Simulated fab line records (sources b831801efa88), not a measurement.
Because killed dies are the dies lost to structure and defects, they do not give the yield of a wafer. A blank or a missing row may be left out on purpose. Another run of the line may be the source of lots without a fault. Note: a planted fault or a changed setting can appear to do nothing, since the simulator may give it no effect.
A lot that was struck, set against a sound lot :: flow sfq-line :: 14 steps out of a route of 325
Sound: the wafers L334.1, L334.5, L334.6. The struck wafers were L339.3, L339.5, L339.6. The cause is named last.
For every step that has rows: the tool of each side, followed by ch and its chambers, followed by its first start. Under that, the readings that differ: sound wafers :: struck wafers :: difference of the means :: sigmas: that difference in standard deviations of wafers without a fault.
alike: readings whose means differ by less than 2 such deviations, and words and numbers that are the same on both sides. not compared: withheld readings, readings that some wafer has no value for, bounds like >300 that may hide the same value, and numbers for which the record gives no deviation and whose values overlap.
A row with sigmas, a row that says differs or no value, or rows on one side alone: a step with any of these is where the two part. Non-overlapping numbers with no deviation appear without sigmas and do not part them. A reading that every wafer of one side lacks parts them only if that side has two wafers or more.

first, 2 steps without rows for these wafers: SFQ_TRILAYER_L0_VIA_STRIP_SOLV_CLEAN_018 (cleans in NMP, time 600 s); SFQ_TRILAYER_M0_DEP_PRE_CLEAN_020 (time 15 s).
SFQ_TRILAYER_M0_DEP_SPUTTER_019: material Nb, target thk 200 nm, time 133.3 s.
  struck on pvd-sputter-04, day 8 06:44; sound on pvd-sputter-05, day 7 02:01
  alike: throttle-valve-pct
SFQ_M0_RS_MEAS_904: measures by four-point-probe.
  struck on film-metro-01, day 8 06:52; sound on film-metro-04, day 7 02:06
  alike: M0_NB_RS
then, 6 steps without rows for these wafers: SFQ_TRILAYER_M0_LITHO_COAT_026 (resist thk 62 nm); SFQ_TRILAYER_M0_LITHO_COAT_021 (resist thk 600 nm); SFQ_TRILAYER_M0_LITHO_SOFTBAKE_025; SFQ_TRILAYER_M0_LITHO_EXPOSE_022 (exposes mask M0, target cd 500 nm); SFQ_TRILAYER_M0_LITHO_PEB_024 (peb time 60 s); SFQ_TRILAYER_M0_LITHO_DEVELOP_023 (time 60 s).
SFQ_M0_OVL_MEAS_906:
  struck on overlay-02, day 9 06:29; sound on overlay-01, day 8 02:10
  alike: M0_OVL
SFQ_TRILAYER_M0_BARC_OPEN_METAL_ETCH_031: etches BARC in O2, target depth 125 nm, time 41.7 s.
  sound on rie-metal-04 ch 0,1, day 8 02:13; struck on rie-metal-04 ch 0,1, day 9 06:32
reading: oes-product-au (a.u.)
sound: 0.687 0.688 0.684
struck: 0.821 0.814 0.820
difference: +0.132
sigmas: +27

reading: run-length-s (s)
sound: 69.3 69.4 70.3
struck: 60.5 60.2 60.6
difference: -9.2
sigmas: -21

reading: time-s (s)
sound: 41.7 41.7 41.7
struck: 29.19 29.19 29.19
difference: -12.51
sigmas: 

reading: model.KrF_of_TRILAYER_M0_LITHO_COAT_021.thk-nm (nm)
sound: 526.4 523.3 525.2
struck: 540.2 540.9 540.3
difference: +15.5
sigmas: 
  alike: drypump-motor-current-A
  not compared: rf-hours-counter-h
SFQ_TRILAYER_M0_ETCH_METAL_ETCH_024: etches Nb in Cl2/Ar, stops on SiO2, target depth 240 nm, time 120 s.
  sound on rie-metal-04 ch 0,1, day 8 02:16; struck on rie-metal-04 ch 0,1, day 9 06:37
reading: model.KrF_of_TRILAYER_M0_LITHO_COAT_021.thk-nm (nm)
sound: 387.5 383.8 384.9
struck: 400.6 403 400.9
difference: +16.1
sigmas: 
  alike: drypump-motor-current-A, oes-product-au, run-length-s, time-s
  not compared: rf-hours-counter-h
SFQ_TRILAYER_M0_STRIP_STRIP_025: strips in O2.
  sound on rie-metal-04 ch 0,1, day 8 02:23; struck on rie-metal-04 ch 0,1, day 9 06:54
  alike: drypump-motor-current-A, oes-product-au
  not compared: rf-hours-counter-h

## WHERE THEY PART
Only at SFQ_TRILAYER_M0_BARC_OPEN_METAL_ETCH_031, as far as this record shows. Later steps at which nothing parts them and some readings are alike: SFQ_TRILAYER_M0_ETCH_METAL_ETCH_024, SFQ_TRILAYER_M0_STRIP_STRIP_025.

WHY: whatever the simulator had introduced
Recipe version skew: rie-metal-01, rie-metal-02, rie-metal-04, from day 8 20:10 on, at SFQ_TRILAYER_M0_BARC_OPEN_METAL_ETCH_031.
